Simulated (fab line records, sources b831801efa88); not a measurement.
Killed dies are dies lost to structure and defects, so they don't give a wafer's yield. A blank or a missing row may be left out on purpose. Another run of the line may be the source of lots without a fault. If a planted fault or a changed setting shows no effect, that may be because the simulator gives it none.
Which of the tools did it? | flow sky130 | Sampling: 11 lots, 33 wafers, 3 of 708 route steps

WHAT EACH GAUGE READ, for each wafer
SKY_SD_P_TW_MEAS_11. Usual: for SD_P_TW the level is 2845 and the standard deviation is 16.
lot  | measured     | on            | SD_P_TW        | flag
L147 | day 26 05:41 | film-metro-01 | 2858 2844 2823 |
L149 | day 27 03:28 | film-metro-04 | 2868 2859 2855 |
L150 | day 27 12:21 | film-metro-01 | 2841 2862 2854 |
L153 | day 28 10:04 | film-metro-01 | 2817 2832 2827 |
L154 | day 28 16:25 | film-metro-01 | 2824 2819 2838 |
L155 | day 29 10:13 | film-metro-04 | 2865 2861 2874 |
L156 | day 29 12:26 | film-metro-03 | 3022 3017 3024 | OFF
L157 | day 29 23:14 | film-metro-03 | 3024 3015 3037 | OFF
L166 | day 32 15:27 | film-metro-04 | 2863 2858 2854 |
L167 | day 32 22:52 | film-metro-03 | 2839 2838 2839 |
L168 | day 33 06:35 | film-metro-04 | 2860 2847 2867 |

SKY_SD_N_RS_MEAS_17: measurement is done with a four-point probe. Usual: for SD_P_RS the level is 147.1 ohm/sq and the standard deviation is 0.39.
lot  | measured     | on            | SD_P_RS (ohm/sq)  | flag
L147 | day 28 16:07 | film-metro-03 | 147.4 147.2 147.3 |
L149 | day 29 11:21 | film-metro-04 | 146.7 146.8 146.9 |
L150 | day 29 20:53 | film-metro-03 | 146.5 146.9 146.5 |
L153 | day 30 17:37 | film-metro-01 | 147.5 147.8 147.4 |
L154 | day 31 00:32 | film-metro-01 | 147.4 147.8 147.3 |
L155 | day 31 19:49 | film-metro-03 | 146.4 146.3 146.9 |
L156 | day 31 21:38 | film-metro-04 | 137.7 137.9 138.0 | OFF
L157 | day 32 06:35 | film-metro-03 | 138.4 138.5 138.6 | OFF
L166 | day 34 21:37 | film-metro-03 | 147.0 147.4 146.8 |
L167 | day 35 04:11 | film-metro-01 | 146.9 147.5 147.4 |
L168 | day 35 13:28 | film-metro-03 | 146.8 147.0 147.2 |

WHICH TOOL RAN EACH LOT (tool, then ch and the chambers of the sampled wafers, then the start)
lot  | SKY_SD_P_IMPLANT_09
L147 | implanter-01 ch 0, day 26 05:29
L149 | implanter-01 ch 0, day 27 03:15
L150 | implanter-04 ch 0, day 27 12:06
L153 | implanter-01 ch 0, day 28 09:49
L154 | implanter-03 ch 0, day 28 16:10
L155 | implanter-03 ch 0, day 29 09:59
L156 | implanter-03 ch 0, day 29 12:12
L157 | implanter-03 ch 0, day 29 22:59
L166 | implanter-03 ch 0, day 32 15:13
L167 | implanter-03 ch 0, day 32 22:38
L168 | implanter-04 ch 0, day 33 06:21
- SKY_SD_P_IMPLANT_09

AS READ BY THE TOOLS THEMSELVES (means over the sampled wafers that have a number; for cases with no such wafer, the mark the record gives instead)
SKY_SD_P_IMPLANT_09. Usual: tilt-deg -0.005 degrees, standard deviation 0.02.
lot  | tool         | tilt-deg (degrees) | flag
L147 | implanter-01 | 0.019              |
L149 | implanter-01 | 0.004              |
L150 | implanter-04 | 0.021              |
L153 | implanter-01 | -0.023             |
L154 | implanter-03 | -0.006             |
L155 | implanter-03 | 0.012              |
L156 | implanter-03 | 6.263              | OFF
L157 | implanter-03 | 6.273              | OFF
L166 | implanter-03 | -0.012             |
L167 | implanter-03 | -0.007             |
L168 | implanter-04 | 0.005              |

THE ANSWER, worked out from the rows above alone
Rule: take the mean of a lot's wafers that have a number; if it is more than 3 standard deviations from the usual mean, the lot is off. Also off: a lot with no number at a reading for which 4 or more lots have one. Where the step has rows for the other lots, those lots are counted as sound. After the gauges, taken in route order, come the tools' own readings; for these a lot's mean is taken, as printed above. The first step at which some lot is off is used, and at that step the reading that is off furthest; a lot without a number counts as furthest.
Off: L156, L157, seen at SKY_SD_P_TW_MEAS_11 (SD_P_TW).
If a tool, at a process step before that reading, ran all the lots that are off and no sound lot after the first of them, it fits. The gauges at SKY_SD_P_TW_MEAS_11 aren't tried: what is off there is off at SKY_SD_P_IMPLANT_09 too, on other tools, and a gauge's error can't cause that. No candidate that was tried fits.

WHAT THE SIMULATOR PUT IN
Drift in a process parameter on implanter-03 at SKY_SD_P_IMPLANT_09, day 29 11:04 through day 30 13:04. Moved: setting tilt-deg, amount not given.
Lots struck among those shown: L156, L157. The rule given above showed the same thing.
